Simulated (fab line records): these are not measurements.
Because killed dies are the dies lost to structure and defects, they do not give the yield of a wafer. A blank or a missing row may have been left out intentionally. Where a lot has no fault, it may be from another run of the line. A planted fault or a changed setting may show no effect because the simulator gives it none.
fab line records | flow gf180mcu
record: lots: 5 wafers: 15 lastDay: 34
route steps=602 shown V1@335 M2@362
lots untouched by any fault: they come from a run of this same line in which no faults occurred
startH: hours from the record's opening day to when the first of the lot's shown wafers began | waitH: hours since the lot's step before | " unchanged from the row above | L1.1+2: a row that stands for several wafers | - no value present, or no start provided | * or withheld: withheld | < > ~ a bound
route shown NAME@n: names a module that has steps shown in the file, with the first one's number in the route | usual: mean/standard deviation taken from wafers without a fault | same: alike in all rows | chamber/n: place in a boat | sites: each site's reading | _std_site: standard deviation of those values | _edge_site: the outer-site mean with the inner-site mean subtracted | radiusMm: how far each site lies from the wafer's centre | mask NAME#n: copy n | behind: tool/chamber where the wafer was last shaped | hold: what put the lot on hold/how long, in hours/how the hold closed | device: the transistor (n, p or np) that didn't switch | end of line: the route-end tests of the same wafers | a step given without rows: its recipe and nothing more | killed: dies lost to structure and defects at the first sort, not the wafer's yield | map: per-die view of a wafer (x killed, . not killed, _ where there is no die)
set.NAME: the setting that was run; set.NAME@STEP: the one run at that earlier step | model.NAME: the simulator's own value behind a step, which no gauge read
lots seen at some steps along the route; tables by step, rows by wafer
services: from which hour (startH, from the record's first day; less than 0 if before it) a tool's chamber was out of use, for how many hours, and why
== steps ==
step: GF_V1_CVD_00
recipe: material: SiO2 targetThkNm: 600 sigmaOpenFrac: 0.3 tempC: 400 timeS: 100 sih4FlowSccm: 60 pressureMtorr: 6
columns lot.wafer tool chamber startH waitH
L076.2+3+4 hdpcvd-02 1,0,0 417.71 0.0
L082.1+3+5 hdpcvd-01 1,0,0 460.10 0.0
L090.2+3+4 hdpcvd-01 0,1,1 528.83 0.0
L095.2+3+4 hdpcvd-01 0,2,1 569.60 0.0
L096.1+5+6 hdpcvd-01 1,1,2 574.53 0.0
step: GF_V1_THK_MEAS_01
recipe: reads: SiO2_of_V1_CVD_00
usual: V1_CVD_00_THK: 598/5.9
columns lot.wafer tool chamber startH waitH V1_CVD_00_THK[nm]
L076.2 filmMetro-04 - 417.80 0.0 591
L076.3 " - " " 600
L076.4 " - " " 594
L082.1 filmMetro-03 - 460.18 0.0 600
L082.3 " - " " 590
L082.5 " - " " 603
L090.2 filmMetro-01 - 528.92 0.0 604
L090.3 " - " " 598
L090.4 " - " " 607
L095.2 filmMetro-04 - 569.68 0.0 598
L095.3 " - " " 600
L095.4 " - " " 593
L096.1 filmMetro-04 - 574.60 0.0 593
L096.5 " - " " 598
L096.6 " - " " 598
step: GF_V1_CVD_02
recipe: material: SiO2 targetThkNm: 850 precursor: TEOS tempC: 400 timeS: 94.851 rfW: 600
usual: heaterPowerW: 706/130
columns lot.wafer tool chamber startH waitH heaterPowerW sinceWetCleanH
L076.2 pecvd-04 0 417.85 0.0 667 451
L076.3 " 2 " " 673 451
L076.4 " 2 " " 730 -
L082.1 pecvd-04 0 460.24 0.1 673 494
L082.3 " 2 " " 771 494
L082.5 " 0 " " 717 -
L090.2 pecvd-02 0 528.97 0.0 587 146
L090.3 " 1 " " 759 146
L090.4 " 1 " " 804 -
L095.2 pecvd-01 0 569.73 0.0 1025 812
L095.3 " 2 " " 740 812
L095.4 " 0 " " 838 -
L096.1 pecvd-01 1 574.66 0.1 747 817
L096.5 " 2 " " 742 -
L096.6 " 1 " " 797 -
step: GF_V1_THK_MEAS_03
recipe: reads: SiO2_of_V1_CVD_02
usual: V1_CVD_02_THK: 849/9.8
columns lot.wafer tool chamber startH waitH V1_CVD_02_THK[nm]
L076.2 filmMetro-03 - 417.93 0.0 830
L076.3 " - " " 848
L076.4 " - " " 856
L082.1 filmMetro-04 - 460.31 0.0 848
L082.3 " - " " 846
L082.5 " - " " 846
L090.2 filmMetro-04 - 529.04 0.0 843
L090.3 " - " " 842
L090.4 " - " " 861
L095.2 filmMetro-04 - 569.81 0.0 842
L095.3 " - " " 846
L095.4 " - " " 861
L096.1 filmMetro-01 - 574.73 0.0 841
L096.5 " - " " 853
L096.6 " - " " 866
step: GF_V1_CMP_04
recipe: material: SiO2 downForcePsi: 4 platenRpm: 60 padVelocityMS: 0.94248
usual: motorCurrentA: 11.8/1.4 timeToEndpointS: 81/6.2
columns lot.wafer tool chamber startH waitH motorCurrentA timeToEndpointS
L076.2 cmp-01 2 418.03 0.1 12.6 68
L076.4 " 3 " " 9.2 77
L076.3 " 0 " " 10.4 74
L082.1 cmp-02 0 460.37 0.1 12.8 85
L082.3 " 2 " " 12.5 84
L082.5 " 1 " " 9.6 79
L090.3 cmp-01 1 529.09 0.0 13.1 73
L090.2 " 3 " " 9.9 79
L090.4 " 0 " " 10.9 85
L095.2 cmp-02 0 569.91 0.1 12.3 83
L095.3 " 1 " " 9.8 82
L095.4 " 2 " " 12.5 90
L096.1 cmp-02 1 576.30 1.6 9.9 83
L096.6 " 1 " " 9.9 90
L096.5 " 2 " " 12.1 89
step: GF_V1_BOW_MEAS_05
recipe: mode: bow
usual: V1_BOW: 83/7.7
columns lot.wafer tool chamber startH waitH V1_BOW[um]
L076.2 filmMetro-03 - 418.30 0.2 82
L076.3 " - " " 92
L076.4 " - " " 87
L082.1 filmMetro-01 - 460.67 0.2 79
L082.3 " - " " 81
L082.5 " - " " 82
L090.2 filmMetro-03 - 529.41 0.2 84
L090.3 " - " " 95
L090.4 " - " " 82
L095.2 filmMetro-03 - 570.18 0.2 93
L095.3 " - " " 93
L095.4 " - " " 83
L096.1 filmMetro-04 - 576.60 0.2 83
L096.5 " - " " 91
L096.6 " - " " 85
step: GF_V1_DEHYDRATE_06
recipe: tempC: 200 timeS: 60
columns lot.wafer tool chamber startH waitH
L076.2+3+4 lithoTrack-02 0 429.86 11.5
L082.1+3+5 lithoTrack-03 0 471.85 11.2
L090.2+3+4 lithoTrack-03 0 540.12 10.7
L095.2+3+4 lithoTrack-03 0 580.52 10.3
L096.1+5+6 lithoTrack-01 0 586.14 9.5
step: GF_V1_HMDS_07
recipe: primeTimeS: 60 primeTempC: 120
columns lot.wafer tool chamber startH waitH
L076.2+3+4 lithoTrack-02 0 430.01 0.1
L082.1+3+5 lithoTrack-03 0 472.00 0.1
L090.2+3+4 lithoTrack-03 0 540.27 0.1
L095.2+3+4 lithoTrack-03 0 580.67 0.1
L096.1+5+6 lithoTrack-01 0 586.29 0.1
step: GF_V1_COAT_08
recipe: resist: BARC tempC: withheld timeS: withheld spinRpm: withheld resistThkNm: withheld
columns lot.wafer tool chamber startH waitH
L076.2+3+4 lithoTrack-02 0 430.16 0.1
L082.1+3+5 lithoTrack-03 0 472.15 0.1
L090.2+3+4 lithoTrack-03 0 540.42 0.1
L095.2+3+4 lithoTrack-03 0 580.82 0.1
L096.1+5+6 lithoTrack-01 0 586.44 0.1
step: GF_V1_COAT_09
recipe: resist: KrF spinRpm: withheld resistThkNm: 1000
columns lot.wafer tool chamber startH waitH
L076.2+3+4 lithoTrack-02 0 - -
L082.1+3+5 lithoTrack-03 0 - -
L090.2+3+4 lithoTrack-03 0 - -
L095.2+3+4 lithoTrack-03 0 - -
L096.1+5+6 lithoTrack-01 0 - -
step: GF_V1_SOFTBAKE_10
recipe: tempC: 130 timeS: 60 resist: KrF
columns lot.wafer tool chamber startH waitH
L076.2+3+4 lithoTrack-02 0 - -
L082.1+3+5 lithoTrack-03 0 - -
L090.2+3+4 lithoTrack-03 0 - -
L095.2+3+4 lithoTrack-03 0 - -
L096.1+5+6 lithoTrack-01 0 - -
step: GF_V1_EXPOSE_11
recipe: maskId: Via1 targetCdNm: 260 na: 0.68 sourceShape: conventional sigmaOuter: 0.6 doseMj: 38
usual: exposureDoseMJCm2: 37.97/0.047 stageVelMmS: 499.99/0.25
columns lot.wafer tool chamber startH waitH mask exposureDoseMJCm2 stageVelMmS
L076.2 krfScanner-02 0 - - Via1#0 38.00 500.48
L076.3 " 0 " " Via1#0 37.98 500.21
L076.4 " 0 " " Via1#0 38.04 500.28
L082.1 krfScanner-02 0 - - Via1#0 37.95 500.15
L082.3 " 0 " " Via1#0 37.96 500.31
L082.5 " 0 " " Via1#0 37.97 499.83
L090.2 krfScanner-01 0 - - Via1#0 37.90 499.98
L090.3 " 0 " " Via1#0 37.94 499.87
L090.4 " 0 " " Via1#0 37.98 500.32
L095.2 krfScanner-01 0 - - Via1#0 38.03 499.75
L095.3 " 0 " " Via1#0 38.01 499.91
L095.4 " 0 " " Via1#0 37.99 499.79
L096.1 krfScanner-01 0 - - Via1#0 37.85 500.53
L096.5 " 0 " " Via1#0 37.91 499.99
L096.6 " 0 " " Via1#0 37.95 500.04
step: GF_V1_PEB_12
recipe: pebTempC: 135 pebTimeS: 90 resist: KrF
columns lot.wafer tool chamber startH waitH
L076.2+3+4 lithoTrack-02 0 - -
L082.1+3+5 lithoTrack-02 0 - -
L090.2+3+4 lithoTrack-03 0 - -
L095.2+3+4 lithoTrack-01 0 - -
L096.1+5+6 lithoTrack-01 0 - -
step: GF_V1_DEVELOP_13
recipe: developTimeS: 60 resist: KrF devTempC: 21
columns lot.wafer tool chamber startH waitH
L076.2+3+4 lithoTrack-02 0 442.31 0.2
L082.1+3+5 lithoTrack-02 0 484.48 0.2
L090.2+3+4 lithoTrack-03 0 552.12 0.2
L095.2+3+4 lithoTrack-01 0 591.92 0.2
L096.1+5+6 lithoTrack-01 0 597.14 0.2
step: GF_V1_CD_MEAS_14
recipe: targetCdNm: 260
usual: cdNm: 260.3/1.4
columns lot.wafer tool chamber startH waitH cdNm
L076.2 cdSem-01 - 442.45 0.1 261.2
L076.3 " - " " 261.0
L076.4 " - " " 260.7
L082.1 cdSem-02 - 484.63 0.1 258.7
L082.3 " - " " 259.8
L082.5 " - " " 259.8
L090.2 cdSem-02 - 552.27 0.1 261.7
L090.3 " - " " 261.7
L090.4 " - " " 262.2
L095.2 cdSem-02 - 592.06 0.1 257.5
L095.3 " - " " 257.4
L095.4 " - " " 258.7
L096.1 cdSem-01 - 597.29 0.1 262.2
L096.5 " - " " 261.3
L096.6 " - " " 261.4
step: GF_V1_OVL_MEAS_15
usual: V1_OVL: 4/5.1
columns lot.wafer tool chamber startH waitH V1_OVL[nm]
L076.2 overlay-01 - 442.56 0.1 13
L076.3 " - " " 10
L076.4 " - " " 12
L082.1 overlay-02 - 484.75 0.1 -2
L082.3 " - " " -1
L082.5 " - " " 3
L090.2 overlay-02 - 552.37 0.1 -4
L090.3 " - " " 2
L090.4 " - " " 0
L095.2 overlay-02 - 592.17 0.1 2
L095.3 " - " " -2
L095.4 " - " " -6
L096.1 overlay-01 - 597.41 0.1 0
L096.5 " - " " 1
L096.6 " - " " 3
step: GF_V1_ETCH_16
recipe: chemistry: N2/H2 targetDepthA: withheld overetchA: withheld timeS: withheld target: BARC ionEnergyEv: 200 sourceW: 500 biasW: 100 pressureMtorr: 30 n2FlowSccm: 100 h2FlowSccm: 200
usual: drypumpMotorCurrentA: 5.8/0.54 oesProductAu: 0.853/0.0049 throttleValvePct: 13.224/0.0093
columns lot.wafer tool chamber startH waitH drypumpMotorCurrentA oesProductAu throttleValvePct
L076.2 rieDiel-02 0 442.59 0.0 5.6 0.855 13.218
L076.3 " 2 " " 5.6 0.855 13.227
L076.4 " 2 " " 5.6 0.859 13.212
L082.1 rieDiel-02 0 484.79 0.0 5.6 0.851 13.223
L082.3 " 1 " " 6.1 0.847 13.231
L082.5 " 0 " " 5.6 0.845 13.237
L090.2 rieDiel-04 0 552.40 0.0 4.9 0.849 13.213
L090.3 " 1 " " 6.1 0.851 13.218
L090.4 " 3 " " 6.4 0.853 13.221
L095.2 rieDiel-02 0 592.20 0.0 5.6 0.860 13.222
L095.3 " 3 " " 6.2 0.853 13.230
L095.4 " 2 " " 5.6 0.853 13.211
L096.1 rieDiel-04 1 597.45 0.0 6.1 0.850 13.212
L096.5 " 3 " " 6.5 0.852 13.226
L096.6 " 0 " " 4.9 0.847 13.223
step: GF_V1_ETCH_17
recipe: chemistry: C4F8/O2/Ar maskMaterial: KrF target: SiO2 stopOn: TiN sourceW: 1500 biasW: 1200 pressureMtorr: 40 c4f8FlowSccm: withheld O2_flow_sccm: 6 Ar_flow_sccm: 300 timeS: withheld targetDepthA: 6300
usual: oesProductAu: 0.856/0.0045
columns lot.wafer tool chamber startH waitH oesProductAu
L076.2 rieDiel-02 0 - - 0.855
L076.3 " 2 " " 0.858
L076.4 " 2 " " 0.862
L082.1 rieDiel-02 0 - - 0.864
L082.3 " 1 " " 0.854
L082.5 " 0 " " 0.851
L090.2 rieDiel-04 0 - - 0.856
L090.3 " 1 " " 0.854
L090.4 " 3 " " 0.851
L095.2 rieDiel-02 0 - - 0.864
L095.3 " 3 " " 0.851
L095.4 " 2 " " 0.852
L096.1 rieDiel-04 1 - - 0.854
L096.5 " 3 " " 0.863
L096.6 " 0 " " 0.859
step: GF_V1_STRIP_18
recipe: chemistry: O2/N2 powerW: 1400 pressureMtorr: 1500 platenTempC: 250 o2FlowSccm: 3000 n2FlowSccm: 300 overashFraction: 0.5
usual: drypumpMotorCurrentA: 6.0/0.43 heaterPowerW: 324/14 oesProductAu: 0.592/0.0049
columns lot.wafer tool chamber startH waitH drypumpMotorCurrentA heaterPowerW oesProductAu rfHoursCounterH
L076.2 plasmaAsher-03 1 442.72 - 6.1 321 0.595 71
L076.3 " 0 " " 6.4 335 0.592 -
L076.4 " 1 " " 6.0 329 0.598 -
L082.1 plasmaAsher-01 0 484.92 - 5.9 323 0.590 71
L082.3 " 0 " " 5.9 333 0.592 -
L082.5 " 1 " " 5.4 306 0.593 -
L090.2 plasmaAsher-03 1 552.53 - 6.0 325 0.590 83
L090.3 " 1 " " 6.1 326 0.596 -
L090.4 " 0 " " 6.5 342 0.590 -
L095.2 plasmaAsher-04 0 592.33 - 6.1 327 0.585 17
L095.3 " 1 " " 5.1 287 0.591 -
L095.4 " 0 " " 6.1 336 0.594 -
L096.1 plasmaAsher-03 1 597.58 - 6.1 326 0.589 88
L096.5 " 1 " " 6.1 326 0.595 -
L096.6 " 0 " " 6.5 333 0.590 -
step: GF_V1_STRIP_19
recipe: chemistry: postEtchResidueRemover timeS: 1200 tempC: 72.5
columns lot.wafer tool chamber startH waitH
L076.2+3+4 wetBench-03 2 442.82 0.1
L082.1+3+5 wetBench-03 2 485.02 0.1
L090.2+3+4 wetBench-01 2 552.63 0.1
L095.2+3+4 wetBench-01 1 592.43 0.1
L096.1+5+6 wetBench-04 2 597.68 0.1
step: GF_V1_CLEAN_20
recipe: chemistry: DIW dry: n2Spin
columns lot.wafer tool chamber startH waitH
L076.2+3+4 wetBench-01 1 443.16 0.0
L082.1+3+5 wetBench-04 0 485.36 0.0
L090.2+3+4 wetBench-03 0 553.31 0.0
L095.2+3+4 wetBench-03 0 593.11 0.0
L096.1+5+6 wetBench-03 0 598.02 0.0
step: GF_V1_SPUTTER_21
recipe: material: Ti targetThkNm: 15 chamberPressurePa: 5 powerW: 2500 substrateTempC: 200 timeS: 80.02
usual: throttleValvePct: 30.1/0.69
columns lot.wafer tool chamber startH waitH throttleValvePct
L076.2 pvdSputter-01 - 443.25 0.0 29.3
L076.3 " - " " 30.7
L076.4 " - " " 29.8
L082.1 pvdSputter-02 - 485.46 0.0 28.9
L082.3 " - " " 30.1
L082.5 " - " " 29.7
L090.2 pvdSputter-03 - 553.41 0.0 30.6
L090.3 " - " " 29.3
L090.4 " - " " 31.2
L095.2 pvdSputter-02 - 593.20 0.0 29.3
L095.3 " - " " 31.0
L095.4 " - " " 30.2
L096.1 pvdSputter-02 - 598.11 0.0 29.8
L096.5 " - " " 31.0
L096.6 " - " " 30.3
step: GF_V1_SPUTTER_22
recipe: material: TiN targetThkNm: 10 chamberPressurePa: 5 powerW: 4000 timeS: 40
usual: throttleValvePct: 30.1/0.64
columns lot.wafer tool chamber startH waitH throttleValvePct
L076.2 pvdSputter-01 - 443.31 0.0 29.6
L076.3 " - " " 30.6
L076.4 " - " " 30.0
L082.1 pvdSputter-02 - 485.52 0.0 28.5
L082.3 " - " " 30.4
L082.5 " - " " 29.2
L090.2 pvdSputter-03 - 553.47 0.0 30.6
L090.3 " - " " 29.4
L090.4 " - " " 30.9
L095.2 pvdSputter-02 - 593.26 0.0 29.2
L095.3 " - " " 30.7
L095.4 " - " " 30.2
L096.1 pvdSputter-02 - 598.17 0.0 30.4
L096.5 " - " " 30.5
L096.6 " - " " 30.2
step: GF_V1_CVD_23
recipe: material: W targetThkNm: 350 timeS: 105.05 tempC: 400 pressureTorr: 40
usual: heaterPowerW: 732/81
columns lot.wafer tool chamber startH waitH heaterPowerW sinceWetCleanH
L076.2 cvdW-02 0 443.35 0.0 725 539
L076.3 " 0 " " 720 -
L076.4 " 1 " " 892 -
L082.1 cvdW-02 1 485.56 0.0 852 582
L082.3 " 0 " " 726 -
L082.5 " 0 " " 711 -
L090.2 cvdW-02 1 553.51 0.0 874 650
L090.3 " 0 " " 721 -
L090.4 " 1 " " 869 -
L095.2 cvdW-01 1 593.30 0.0 669 189
L095.3 " 0 " " 684 -
L095.4 " 1 " " 661 -
L096.1 cvdW-01 0 598.21 0.0 679 194
L096.5 " 1 " " 657 -
L096.6 " 0 " " 687 -
step: GF_V1_RS_MEAS_24
recipe: thkMeasGauge: four-point-probe reads: W_of_V1_CVD_23+TiN_of_V1_SPUTTER_22+Ti_of_V1_SPUTTER_21
usual: V1_W_RS: 0.3300/0.0028
columns lot.wafer tool chamber startH waitH V1_W_RS[ohm/sq]
L076.2 filmMetro-01 - 443.48 0.1 0.3332
L076.3 " - " " 0.3282
L076.4 " - " " 0.3309
L082.1 filmMetro-04 - 485.67 0.1 0.3286
L082.3 " - " " 0.3295
L082.5 " - " " 0.3294
L090.2 filmMetro-04 - 553.64 0.1 0.3296
L090.3 " - " " 0.3292
L090.4 " - " " 0.3296
L095.2 filmMetro-01 - 593.43 0.1 0.3304
L095.3 " - " " 0.3286
L095.4 " - " " 0.3325
L096.1 filmMetro-01 - 598.32 0.1 0.3301
L096.5 " - " " 0.3336
L096.6 " - " " 0.3333
step: GF_V1_THK_MEAS_25
recipe: thkMeasGauge: xrf reads: W_of_V1_CVD_23
usual: V1_W_THK: 355/5
columns lot.wafer tool chamber startH waitH V1_W_THK[nm]
L076.2 filmMetro-01 - 443.59 0.1 350
L076.3 " - " " 357
L076.4 " - " " 353
L082.1 filmMetro-04 - 485.79 0.1 351
L082.3 " - " " 351
L082.5 " - " " 354
L090.2 filmMetro-04 - 553.75 0.1 351
L090.3 " - " " 352
L090.4 " - " " 351
L095.2 filmMetro-01 - 593.54 0.1 357
L095.3 " - " " 358
L095.4 " - " " 352
L096.1 filmMetro-01 - 598.44 0.1 355
L096.5 " - " " 351
L096.6 " - " " 354
step: GF_V1_CMP_26
recipe: stopOn: SiO2 downForcePsi: 3.5 platenRpm: 60 tOverpolishS: 15 targetThkNm: 0 padVelocityMS: 0.94248
usual: motorCurrentA: 10.6/1.3 overpolishRunS: 15.001/0.0086 timeToEndpointS: 85/3.5
columns lot.wafer tool chamber startH waitH motorCurrentA overpolishRunS timeToEndpointS
L076.2 cmp-01 3 443.64 0.0 8.4 15.004 77
L076.4 " 0 " " 9.9 15.011 78
L076.3 " 2 " " 11.8 15.007 79
L082.3 cmp-02 0 485.95 0.1 11.7 14.997 90
L082.1 " 1 " " 9.0 15.008 90
L082.5 " 2 " " 11.3 14.994 92
L090.3 cmp-02 3 553.80 0.0 11.5 15.011 85
L090.2 " 1 " " 8.7 15.007 84
L090.4 " 2 " " 10.5 15.004 85
L095.3 cmp-01 3 593.59 0.0 8.5 14.993 86
L095.2 " 0 " " 10.1 15.012 80
L095.4 " 2 " " 12.3 14.993 85
L096.1 cmp-01 3 598.55 0.1 9.1 14.983 77
L096.5 " 2 " " 12.2 15.002 78
L096.6 " 3 " " 8.9 15.010 79
step: GF_M2_SPUTTER_00
recipe: material: Ti targetThkNm: 37.5 arrivingIonEnergyEv: 80 substrateTempC: 200 chamberPressurePa: 2 powerW: 4000 timeS: 150
usual: throttleValvePct: 30.1/0.91
columns lot.wafer tool chamber startH waitH throttleValvePct
L076.2 pvdSputter-02 - 443.94 0.2 30.5
L076.3 " - " " 31.2
L076.4 " - " " 28.6
L082.1 pvdSputter-01 - 486.15 0.1 29.6
L082.3 " - " " 30.5
L082.5 " - " " 29.7
L090.2 pvdSputter-04 - 554.10 0.1 29.3
L090.3 " - " " 32.4
L090.4 " - " " 30.3
L095.2 pvdSputter-04 - 593.89 0.2 30.6
L095.3 " - " " 32.4
L095.4 " - " " 29.2
L096.1 pvdSputter-01 - 598.80 0.2 30.7
L096.5 " - " " 29.4
L096.6 " - " " 30.3
step: GF_M2_SPUTTER_01
recipe: material: TiN targetThkNm: 30 powerW: 6500 timeS: 25 chamberPressurePa: 0.4
usual: throttleValvePct: 30.1/0.9
columns lot.wafer tool chamber startH waitH throttleValvePct
L076.2 pvdSputter-02 - 444.04 0.1 30.4
L076.3 " - " " 30.6
L076.4 " - " " 28.7
L082.1 pvdSputter-01 - 486.25 0.1 29.8
L082.3 " - " " 30.7
L082.5 " - " " 29.4
L090.2 pvdSputter-04 - 554.20 0.1 29.2
L090.3 " - " " 32.7
L090.4 " - " " 30.4
L095.2 pvdSputter-04 - 593.99 0.1 30.8
L095.3 " - " " 32.5
L095.4 " - " " 29.2
L096.1 pvdSputter-01 - 598.90 0.1 30.6
L096.5 " - " " 29.5
L096.6 " - " " 30.1
step: GF_M2_SPUTTER_02
recipe: material: AlCu targetThkNm: 450 powerW: 10600 timeS: 23.9 chamberPressurePa: 0.4
usual: throttleValvePct: 30.1/0.91
columns lot.wafer tool chamber startH waitH throttleValvePct
L076.2 pvdSputter-02 - 444.07 0.0 29.9
L076.3 " - " " 30.9
L076.4 " - " " 28.5
L082.1 pvdSputter-01 - 486.28 0.0 29.9
L082.3 " - " " 30.6
L082.5 " - " " 29.2
L090.2 pvdSputter-04 - 554.23 0.0 29.0
L090.3 " - " " 32.7
L090.4 " - " " 30.5
L095.2 pvdSputter-04 - 594.03 0.0 30.8
L095.3 " - " " 32.6
L095.4 " - " " 29.0
L096.1 pvdSputter-01 - 598.93 0.0 30.4
L096.5 " - " " 29.6
L096.6 " - " " 30.4
step: GF_M2_SPUTTER_03
recipe: material: Ti targetThkNm: 10 substrateTempC: 300 chamberPressurePa: 0.3 powerW: 3000 timeS: 6.7
usual: throttleValvePct: 30.1/0.9
columns lot.wafer tool chamber startH waitH throttleValvePct
L076.2 pvdSputter-02 - 444.10 0.0 30.5
L076.3 " - " " 30.8
L076.4 " - " " 28.7
L082.1 pvdSputter-01 - 486.31 0.0 30.0
L082.3 " - " " 30.7
L082.5 " - " " 29.6
L090.2 pvdSputter-04 - 554.26 0.0 28.8
L090.3 " - " " 32.7
L090.4 " - " " 30.3
L095.2 pvdSputter-04 - 594.06 0.0 30.9
L095.3 " - " " 32.4
L095.4 " - " " 29.4
L096.1 pvdSputter-01 - 598.96 0.0 30.7
L096.5 " - " " 29.4
L096.6 " - " " 30.2
step: GF_M2_SPUTTER_04
recipe: material: TiN targetThkNm: 50 powerW: 6500 timeS: 41.7 chamberPressurePa: 0.4
usual: throttleValvePct: 30.1/0.91
columns lot.wafer tool chamber startH waitH throttleValvePct
L076.2 pvdSputter-02 - 444.12 0.0 30.3
L076.3 " - " " 30.7
L076.4 " - " " 28.7
L082.1 pvdSputter-01 - 486.33 0.0 29.9
L082.3 " - " " 30.6
L082.5 " - " " 29.3
L090.2 pvdSputter-04 - 554.28 0.0 29.2
L090.3 " - " " 32.5
L090.4 " - " " 30.3
L095.2 pvdSputter-04 - 594.08 0.0 30.7
L095.3 " - " " 32.4
L095.4 " - " " 29.2
L096.1 pvdSputter-01 - 598.98 0.0 30.7
L096.5 " - " " 29.3
L096.6 " - " " 29.9
step: GF_M2_RS_MEAS_05
recipe: thkMeasGauge: four-point-probe reads: TiN_of_M2_SPUTTER_04+Ti_of_M2_SPUTTER_03+AlCu_of_M2_SPUTTER_02+TiN_of_M2_SPUTTER_01+Ti_of_M2_SPUTTER_00
usual: M2_ALCU_RS: 0.0692/0.0006
columns lot.wafer tool chamber startH waitH M2_ALCU_RS[ohm/sq]
L076.2 filmMetro-03 - 444.18 0.0 0.0685
L076.3 " - " " 0.0692
L076.4 " - " " 0.0691
L082.1 filmMetro-01 - 486.37 0.0 0.0693
L082.3 " - " " 0.0691
L082.5 " - " " 0.0692
L090.2 filmMetro-02 - 554.34 0.0 0.0691
L090.3 " - " " 0.0699
L090.4 " - " " 0.0692
L095.2 filmMetro-01 - 594.14 0.0 0.0705
L095.3 " - " " 0.0700
L095.4 " - " " 0.0707
L096.1 filmMetro-03 - 599.02 0.0 0.0697
L096.5 " - " " 0.0695
L096.6 " - " " 0.0694
step: GF_M2_THK_MEAS_06
recipe: thkMeasGauge: xrf reads: AlCu_of_M2_SPUTTER_02
usual: M2_ALCU_THK: 444/4.7
columns lot.wafer tool chamber startH waitH M2_ALCU_THK[nm]
L076.2 filmMetro-03 - 444.29 0.1 450
L076.3 " - " " 444
L076.4 " - " " 449
L082.1 filmMetro-01 - 486.49 0.1 441
L082.3 " - " " 442
L082.5 " - " " 442
L090.2 filmMetro-02 - 554.45 0.1 443
L090.3 " - " " 441
L090.4 " - " " 444
L095.2 filmMetro-01 - 594.25 0.1 436
L095.3 " - " " 436
L095.4 " - " " 432
L096.1 filmMetro-03 - 599.14 0.1 443
L096.5 " - " " 446
L096.6 " - " " 446
step: GF_M2_DEHYDRATE_07
recipe: tempC: 200 timeS: 60
columns lot.wafer tool chamber startH waitH
L076.2+3+4 lithoTrack-04 0 455.83 11.5
L082.1+3+5 lithoTrack-04 0 497.75 11.2
L090.2+3+4 lithoTrack-01 0 564.57 10.1
L095.2+3+4 lithoTrack-02 0 603.91 9.7
L096.1+5+6 lithoTrack-02 0 608.63 9.5
step: GF_M2_HMDS_08
recipe: primeTimeS: 60 primeTempC: 120
columns lot.wafer tool chamber startH waitH
L076.2+3+4 lithoTrack-04 0 455.98 0.1
L082.1+3+5 lithoTrack-04 0 497.90 0.1
L090.2+3+4 lithoTrack-01 0 564.72 0.1
L095.2+3+4 lithoTrack-02 0 604.06 0.1
L096.1+5+6 lithoTrack-02 0 608.78 0.1
step: GF_M2_COAT_09
recipe: resist: KrF spinRpm: withheld resistThkNm: 1000
columns lot.wafer tool chamber startH waitH
L076.2+3+4 lithoTrack-04 0 456.13 0.1
L082.1+3+5 lithoTrack-04 0 498.05 0.1
L090.2+3+4 lithoTrack-01 0 564.87 0.1
L095.2+3+4 lithoTrack-02 0 604.21 0.1
L096.1+5+6 lithoTrack-02 0 608.93 0.1
step: GF_M2_SOFTBAKE_10
recipe: tempC: 130 timeS: 60 resist: KrF
columns lot.wafer tool chamber startH waitH
L076.2+3+4 lithoTrack-04 0 456.28 0.1
L082.1+3+5 lithoTrack-04 0 498.20 0.1
L090.2+3+4 lithoTrack-01 0 565.02 0.1
L095.2+3+4 lithoTrack-02 0 604.36 0.1
L096.1+5+6 lithoTrack-02 0 609.08 0.1
step: GF_M2_EXPOSE_11
recipe: maskId: Metal2 targetCdNm: 280 na: 0.68 sourceShape: conventional sigmaOuter: 0.6 doseMj: 28
usual: exposureDoseMJCm2: 27.979/0.028 stageVelMmS: 500.02/0.24
columns lot.wafer tool chamber startH waitH mask exposureDoseMJCm2 stageVelMmS
L076.2 krfScanner-02 0 - - Metal2#0 28.010 500.10
L076.3 " 0 " " Metal2#0 27.964 499.88
L076.4 " 0 " " Metal2#0 27.980 499.93
L082.1 krfScanner-02 0 - - Metal2#0 27.986 499.86
L082.3 " 0 " " Metal2#0 27.994 500.35
L082.5 " 0 " " Metal2#0 27.999 500.08
L090.2 krfScanner-02 0 - - Metal2#0 27.954 500.16
L090.3 " 0 " " Metal2#0 27.978 500.13
L090.4 " 0 " " Metal2#0 27.944 499.93
L095.2 krfScanner-02 0 - - Metal2#0 28.000 500.01
L095.3 " 0 " " Metal2#0 28.003 500.03
L095.4 " 0 " " Metal2#0 28.008 500.19
L096.1 krfScanner-02 0 - - Metal2#0 28.031 500.04
L096.5 " 0 " " Metal2#0 28.011 499.87
L096.6 " 0 " " Metal2#0 28.013 500.22
step: GF_M2_PEB_12
recipe: pebTempC: 135 pebTimeS: 90 resist: KrF
columns lot.wafer tool chamber startH waitH
L076.2+3+4 lithoTrack-01 0 - -
L082.1+3+5 lithoTrack-02 0 - -
L090.2+3+4 lithoTrack-02 0 - -
L095.2+3+4 lithoTrack-02 0 - -
L096.1+5+6 lithoTrack-01 0 - -
step: GF_M2_DEVELOP_13
recipe: developTimeS: 60 devTempC: 21
columns lot.wafer tool chamber startH waitH
L076.2+3+4 lithoTrack-01 0 468.17 0.2
L082.1+3+5 lithoTrack-02 0 509.68 0.2
L090.2+3+4 lithoTrack-02 0 575.61 0.2
L095.2+3+4 lithoTrack-02 0 614.61 0.2
L096.1+5+6 lithoTrack-01 0 619.49 0.2
== services ==
columns tool chamber startH hours kind
krfScanner-02 - 398.87 1.0 pm
rieDiel-02 3 399.27 13.4 repair
cmp-01 - 401.82 4.1 repair
cmp-01 - 405.89 4.0 pm
pvdSputter-01 - 409.24 3.5 repair
cmp-02 - 416.38 0.6 repair
rieDiel-02 3 434.46 17.8 repair
cmp-02 - 439.16 1.5 repair
cmp-01 - 448.30 20.6 pm
pvdSputter-02 - 456.71 5.6 repair
pvdSputter-04 - 473.70 3.5 repair
cmp-01 - 478.12 6.1 pm
pvdSputter-04 - 485.07 4.6 repair
krfScanner-02 - 489.50 0.8 pm
pvdSputter-01 - 499.38 2.2 repair
rieDiel-02 - 538.62 2.8 pm
pvdSputter-04 - 541.11 5.5 repair
cmp-01 - 541.67 2.8 pm
pvdSputter-01 - 549.52 6.7 repair
krfScanner-02 - 556.16 1.3 pm
krfScanner-02 - 575.76 1.0 pm
krfScanner-02 - 578.12 4.0 pm
rieDiel-02 - 604.35 0.2 repair
pvdSputter-01 - 608.43 2.7 repair
== key ==
fault none
